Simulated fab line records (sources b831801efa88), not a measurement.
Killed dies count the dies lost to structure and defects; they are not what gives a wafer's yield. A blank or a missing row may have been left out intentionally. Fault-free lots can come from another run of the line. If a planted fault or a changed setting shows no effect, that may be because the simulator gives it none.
Which tool is to blame? / flow sky130 / 13 lots with 39 wafers sampled at 4 steps, on a route of 708 steps

== WHAT THE GAUGES READ, wafer by wafer ==
No reading from a measuring or inspecting step in the record can be judged against a usual standard deviation.

== EACH LOT AND THE TOOL THAT RAN IT (in order: tool; ch and the chambers of the sampled wafers; start) ==
lot=L126; SKY_VIA2_ETCH_15=rieDiel-02 ch 0,2,3, day 36 20:47; SKY_VIA2_STRIP_16=plasmaAsher-03 ch 1, day 36 20:50; SKY_VIA2_CVD_21=cvdW-01 ch 1, day 36 21:33; SKY_PAD_OPEN_PROBE_99=prober-01, day 46 04:19
lot=L127; SKY_VIA2_ETCH_15=rieDiel-01 ch 2,3, day 36 23:08; SKY_VIA2_STRIP_16=plasmaAsher-02 ch 1, day 36 23:11; SKY_VIA2_CVD_21=cvdW-02 ch 1, day 36 23:56; SKY_PAD_OPEN_PROBE_99=prober-02, day 46 09:13
lot=L132; SKY_VIA2_ETCH_15=rieDiel-02 ch 0,1,3, day 38 17:01; SKY_VIA2_STRIP_16=plasmaAsher-04 ch 0,1, day 38 17:04; SKY_VIA2_CVD_21=cvdW-02 ch 0,1, day 38 17:44; SKY_PAD_OPEN_PROBE_99=prober-02, day 47 16:58
lot=L134; SKY_VIA2_ETCH_15=rieDiel-01 ch 0,2,3, day 39 01:38; SKY_VIA2_STRIP_16=plasmaAsher-04 ch 0,1, day 39 01:41; SKY_VIA2_CVD_21=cvdW-02 ch 0,1, day 39 02:22; SKY_PAD_OPEN_PROBE_99=prober-01, day 47 23:10
lot=L135; SKY_VIA2_ETCH_15=rieDiel-02 ch 0,2,3, day 39 09:35; SKY_VIA2_STRIP_16=plasmaAsher-02 ch 0,1, day 39 09:39; SKY_VIA2_CVD_21=cvdW-01 ch 0,1, day 39 10:19; SKY_PAD_OPEN_PROBE_99=prober-02, day 48 07:22
lot=L136; SKY_VIA2_ETCH_15=rieDiel-02 ch 0,2,3, day 39 18:56; SKY_VIA2_STRIP_16=plasmaAsher-02 ch 0,1, day 39 18:59; SKY_VIA2_CVD_21=cvdW-01 ch 0,1, day 39 19:38; SKY_PAD_OPEN_PROBE_99=prober-01, day 48 14:05
lot=L140; SKY_VIA2_ETCH_15=rieDiel-02 ch 0,2,3, day 40 18:20; SKY_VIA2_STRIP_16=plasmaAsher-03 ch 0,1, day 40 18:23; SKY_VIA2_CVD_21=cvdW-01 ch 0,1, day 40 19:12; SKY_PAD_OPEN_PROBE_99=prober-01, day 49 05:30
lot=L141; SKY_VIA2_ETCH_15=rieDiel-01 ch 1,2,3, day 41 00:32; SKY_VIA2_STRIP_16=plasmaAsher-02 ch 0,1, day 41 00:35; SKY_VIA2_CVD_21=cvdW-01 ch 0,1, day 41 01:20; SKY_PAD_OPEN_PROBE_99=prober-02, day 49 12:25
lot=L143; SKY_VIA2_ETCH_15=rieDiel-03 ch 0,1,3, day 41 10:29; SKY_VIA2_STRIP_16=plasmaAsher-02 ch 0,1, day 41 10:35; SKY_VIA2_CVD_21=cvdW-02 ch 0,1, day 41 11:26; SKY_PAD_OPEN_PROBE_99=prober-01, day 49 18:59
lot=L142; SKY_VIA2_ETCH_15=rieDiel-01 ch 0,2,3, day 41 11:11; SKY_VIA2_STRIP_16=plasmaAsher-04 ch 0,1, day 41 11:15; SKY_VIA2_CVD_21=cvdW-01 ch 0,1, day 41 12:19; SKY_PAD_OPEN_PROBE_99=prober-02, day 49 21:02
lot=L144; SKY_VIA2_ETCH_15=rieDiel-03 ch 0,2,3, day 41 19:44; SKY_VIA2_STRIP_16=plasmaAsher-03 ch 0,1, day 41 19:47; SKY_VIA2_CVD_21=cvdW-01 ch 0,1, day 41 20:29; SKY_PAD_OPEN_PROBE_99=prober-01, day 50 01:21
lot=L147; SKY_VIA2_ETCH_15=rieDiel-02 ch 0,2,3, day 42 16:29; SKY_VIA2_STRIP_16=plasmaAsher-04 ch 0,1, day 42 16:32; SKY_VIA2_CVD_21=cvdW-02 ch 0,1, day 42 17:11; SKY_PAD_OPEN_PROBE_99=prober-02, day 50 15:24
lot=L149; SKY_VIA2_ETCH_15=rieDiel-01 ch 0,1, day 43 05:17; SKY_VIA2_STRIP_16=plasmaAsher-03 ch 0,1, day 43 05:22; SKY_VIA2_CVD_21=cvdW-02 ch 0,1, day 43 06:02; SKY_PAD_OPEN_PROBE_99=prober-01, day 51 00:40
- SKY_VIA2_ETCH_15: etches SiO2 in C4F8/O2/Ar, stops on TiN, target depth 546 nm, time 84 s.
- SKY_VIA2_STRIP_16: strips in O2/N2.
- SKY_VIA2_CVD_21: deposits W, target thk 420 nm, time 126.4 s.
- SKY_PAD_OPEN_PROBE_99

== AS READ BY THE TOOLS THEMSELVES (means over the sampled wafers that have a number; for cases with no such wafer, the mark the record gives instead) ==
SKY_VIA2_ETCH_15. Usual: biasW 1200 W, standard deviation 3.5; chamberPressureMTorr 40.00 mTorr, standard deviation 0.035; oesProductAu 0.939 a.u., standard deviation 0.0049.
lot=L126; tool=rieDiel-02; biasW (W)=1203; chamberPressureMTorr (mTorr)=39.98; oesProductAu (a.u.)=0.940; flag=
lot=L127; tool=rieDiel-01; biasW (W)=1201; chamberPressureMTorr (mTorr)=39.99; oesProductAu (a.u.)=0.936; flag=
lot=L132; tool=rieDiel-02; biasW (W)=1200; chamberPressureMTorr (mTorr)=40.01; oesProductAu (a.u.)=0.938; flag=
lot=L134; tool=rieDiel-01; biasW (W)=1203; chamberPressureMTorr (mTorr)=40.01; oesProductAu (a.u.)=0.941; flag=
lot=L135; tool=rieDiel-02; biasW (W)=1198; chamberPressureMTorr (mTorr)=39.99; oesProductAu (a.u.)=0.941; flag=
lot=L136; tool=rieDiel-02; biasW (W)=1196; chamberPressureMTorr (mTorr)=40.00; oesProductAu (a.u.)=0.940; flag=
lot=L140; tool=rieDiel-02; biasW (W)=-; chamberPressureMTorr (mTorr)=-; oesProductAu (a.u.)=-; flag=OFF
lot=L141; tool=rieDiel-01; biasW (W)=-; chamberPressureMTorr (mTorr)=-; oesProductAu (a.u.)=-; flag=OFF
lot=L143; tool=rieDiel-03; biasW (W)=-; chamberPressureMTorr (mTorr)=-; oesProductAu (a.u.)=-; flag=OFF
lot=L142; tool=rieDiel-01; biasW (W)=1198; chamberPressureMTorr (mTorr)=39.99; oesProductAu (a.u.)=0.941; flag=
lot=L144; tool=rieDiel-03; biasW (W)=1201; chamberPressureMTorr (mTorr)=40.02; oesProductAu (a.u.)=0.941; flag=
lot=L147; tool=rieDiel-02; biasW (W)=1201; chamberPressureMTorr (mTorr)=39.97; oesProductAu (a.u.)=0.936; flag=
lot=L149; tool=rieDiel-01; biasW (W)=1199; chamberPressureMTorr (mTorr)=40.01; oesProductAu (a.u.)=0.937; flag=

SKY_VIA2_STRIP_16. Usual: drypumpMotorCurrentA 5.5 A, standard deviation 0.44; oesProductAu 0.398 a.u., standard deviation 0.0045; stripTimeToEndpointS 4.049 s, standard deviation 0.027.
lot=L126; tool=plasmaAsher-03; drypumpMotorCurrentA (A)=6.2; oesProductAu (a.u.)=0.396; stripTimeToEndpointS (s)=4.050; flag=
lot=L127; tool=plasmaAsher-02; drypumpMotorCurrentA (A)=5.9; oesProductAu (a.u.)=0.396; stripTimeToEndpointS (s)=4.047; flag=
lot=L132; tool=plasmaAsher-04; drypumpMotorCurrentA (A)=5.1; oesProductAu (a.u.)=0.399; stripTimeToEndpointS (s)=4.069; flag=
lot=L134; tool=plasmaAsher-04; drypumpMotorCurrentA (A)=5.3; oesProductAu (a.u.)=0.396; stripTimeToEndpointS (s)=4.046; flag=
lot=L135; tool=plasmaAsher-02; drypumpMotorCurrentA (A)=5.4; oesProductAu (a.u.)=0.401; stripTimeToEndpointS (s)=4.063; flag=
lot=L136; tool=plasmaAsher-02; drypumpMotorCurrentA (A)=5.7; oesProductAu (a.u.)=0.394; stripTimeToEndpointS (s)=4.039; flag=
lot=L140; tool=plasmaAsher-03; drypumpMotorCurrentA (A)=5.6; oesProductAu (a.u.)=0.450; stripTimeToEndpointS (s)=5.212; flag=OFF
lot=L141; tool=plasmaAsher-02; drypumpMotorCurrentA (A)=5.4; oesProductAu (a.u.)=0.445; stripTimeToEndpointS (s)=5.193; flag=OFF
lot=L143; tool=plasmaAsher-02; drypumpMotorCurrentA (A)=5.7; oesProductAu (a.u.)=0.446; stripTimeToEndpointS (s)=5.190; flag=OFF
lot=L142; tool=plasmaAsher-04; drypumpMotorCurrentA (A)=5.3; oesProductAu (a.u.)=0.399; stripTimeToEndpointS (s)=4.041; flag=
lot=L144; tool=plasmaAsher-03; drypumpMotorCurrentA (A)=5.9; oesProductAu (a.u.)=0.396; stripTimeToEndpointS (s)=4.046; flag=
lot=L147; tool=plasmaAsher-04; drypumpMotorCurrentA (A)=5.3; oesProductAu (a.u.)=0.400; stripTimeToEndpointS (s)=4.044; flag=
lot=L149; tool=plasmaAsher-03; drypumpMotorCurrentA (A)=5.6; oesProductAu (a.u.)=0.393; stripTimeToEndpointS (s)=4.035; flag=

SKY_VIA2_CVD_21. Usual: 797 W for heaterPowerW, sd 100.
lot=L126; tool=cvdW-01; heaterPowerW (W)=726; flag=
lot=L127; tool=cvdW-02; heaterPowerW (W)=923; flag=
lot=L132; tool=cvdW-02; heaterPowerW (W)=899; flag=
lot=L134; tool=cvdW-02; heaterPowerW (W)=913; flag=
lot=L135; tool=cvdW-01; heaterPowerW (W)=679; flag=
lot=L136; tool=cvdW-01; heaterPowerW (W)=681; flag=
lot=L140; tool=cvdW-01; heaterPowerW (W)=686; flag=
lot=L141; tool=cvdW-01; heaterPowerW (W)=687; flag=
lot=L143; tool=cvdW-02; heaterPowerW (W)=884; flag=
lot=L142; tool=cvdW-01; heaterPowerW (W)=693; flag=
lot=L144; tool=cvdW-01; heaterPowerW (W)=691; flag=
lot=L147; tool=cvdW-02; heaterPowerW (W)=907; flag=
lot=L149; tool=cvdW-02; heaterPowerW (W)=880; flag=

SKY_PAD_OPEN_PROBE_99. Usual: killed_at_M0_to_M3 44, standard deviation 7.3; killed_at_M4_up 3.4, standard deviation 1.8; killedAtContacts 24, standard deviation 5.8; killedAtFrontEnd 15, standard deviation 4.9; killedAtOther 0.4, standard deviation 0.63; killedDies 86, standard deviation 11; killedOnRim 17, standard deviation 3.8; killedOpen 47, standard deviation 8; killedShort 39, standard deviation 6.5.
lot=L126 tool=prober-01 killed_at_M0_to_M3=47 killed_at_M4_up=4.3 killedAtContacts=26 killedAtFrontEnd=16 killedAtOther=0.7 killedDies=94 killedOnRim=21 killedOpen=54 killedShort=40 flag=
lot=L127 tool=prober-02 killed_at_M0_to_M3=46 killed_at_M4_up=4.0 killedAtContacts=20 killedAtFrontEnd=16 killedAtOther=0.0 killedDies=85 killedOnRim=17 killedOpen=47 killedShort=38 flag=
lot=L132 tool=prober-02 killed_at_M0_to_M3=41 killed_at_M4_up=4.0 killedAtContacts=21 killedAtFrontEnd=12 killedAtOther=0.0 killedDies=78 killedOnRim=17 killedOpen=51 killedShort=27 flag=
lot=L134 tool=prober-01 killed_at_M0_to_M3=47 killed_at_M4_up=2.0 killedAtContacts=23 killedAtFrontEnd=12 killedAtOther=0.7 killedDies=85 killedOnRim=16 killedOpen=48 killedShort=37 flag=
lot=L135 tool=prober-02 killed_at_M0_to_M3=39 killed_at_M4_up=4.3 killedAtContacts=28 killedAtFrontEnd=15 killedAtOther=0.3 killedDies=87 killedOnRim=13 killedOpen=43 killedShort=43 flag=
lot=L136 tool=prober-01 killed_at_M0_to_M3=38 killed_at_M4_up=5.3 killedAtContacts=22 killedAtFrontEnd=18 killedAtOther=0.0 killedDies=83 killedOnRim=18 killedOpen=48 killedShort=34 flag=
lot=L140 tool=prober-01 killed_at_M0_to_M3=456 killed_at_M4_up=4.3 killedAtContacts=20 killedAtFrontEnd=11 killedAtOther=0.3 killedDies=492 killedOnRim=96 killedOpen=43 killedShort=31 flag=OFF
lot=L141 tool=prober-02 killed_at_M0_to_M3=449 killed_at_M4_up=2.7 killedAtContacts=27 killedAtFrontEnd=13 killedAtOther=0.0 killedDies=492 killedOnRim=96 killedOpen=48 killedShort=38 flag=OFF
lot=L143 tool=prober-01 killed_at_M0_to_M3=441 killed_at_M4_up=4.7 killedAtContacts=27 killedAtFrontEnd=18 killedAtOther=1.3 killedDies=492 killedOnRim=96 killedOpen=47 killedShort=43 flag=OFF
lot=L142 tool=prober-02 killed_at_M0_to_M3=49 killed_at_M4_up=2.7 killedAtContacts=27 killedAtFrontEnd=20 killedAtOther=0.7 killedDies=98 killedOnRim=17 killedOpen=59 killedShort=39 flag=
lot=L144 tool=prober-01 killed_at_M0_to_M3=48 killed_at_M4_up=3.0 killedAtContacts=24 killedAtFrontEnd=16 killedAtOther=0.3 killedDies=92 killedOnRim=19 killedOpen=54 killedShort=38 flag=
lot=L147 tool=prober-02 killed_at_M0_to_M3=54 killed_at_M4_up=3.3 killedAtContacts=26 killedAtFrontEnd=17 killedAtOther=0.3 killedDies=100 killedOnRim=18 killedOpen=54 killedShort=46 flag=
lot=L149 tool=prober-01 killed_at_M0_to_M3=36 killed_at_M4_up=4.7 killedAtContacts=31 killedAtFrontEnd=13 killedAtOther=0.3 killedDies=85 killedOnRim=20 killedOpen=46 killedShort=39 flag=

== THE ANSWER, worked out from the rows above alone ==
Rule: lot off if the mean of its wafers having a number is beyond 3 standard deviations from the usual mean. A lot without any number at a reading at which 4 lots or more have one is off too. The other lots that the step has rows for count as sound. First the gauges in route order, then the tools' own readings, where a lot's mean is used as printed above. The first step at which some lot is off is used, and at that step the reading that is off furthest; a lot without a number counts as furthest.
Off: L140, L141, L143, at SKY_VIA2_ETCH_15 (biasW). Without a number there: L140, L141, L143.
A tool fits if, at that step or a process step before it, it ran every lot that is off, and no sound lot after the first of them. Of those tried, none fits.

== WHAT THE SIMULATOR HAD PUT IN ==
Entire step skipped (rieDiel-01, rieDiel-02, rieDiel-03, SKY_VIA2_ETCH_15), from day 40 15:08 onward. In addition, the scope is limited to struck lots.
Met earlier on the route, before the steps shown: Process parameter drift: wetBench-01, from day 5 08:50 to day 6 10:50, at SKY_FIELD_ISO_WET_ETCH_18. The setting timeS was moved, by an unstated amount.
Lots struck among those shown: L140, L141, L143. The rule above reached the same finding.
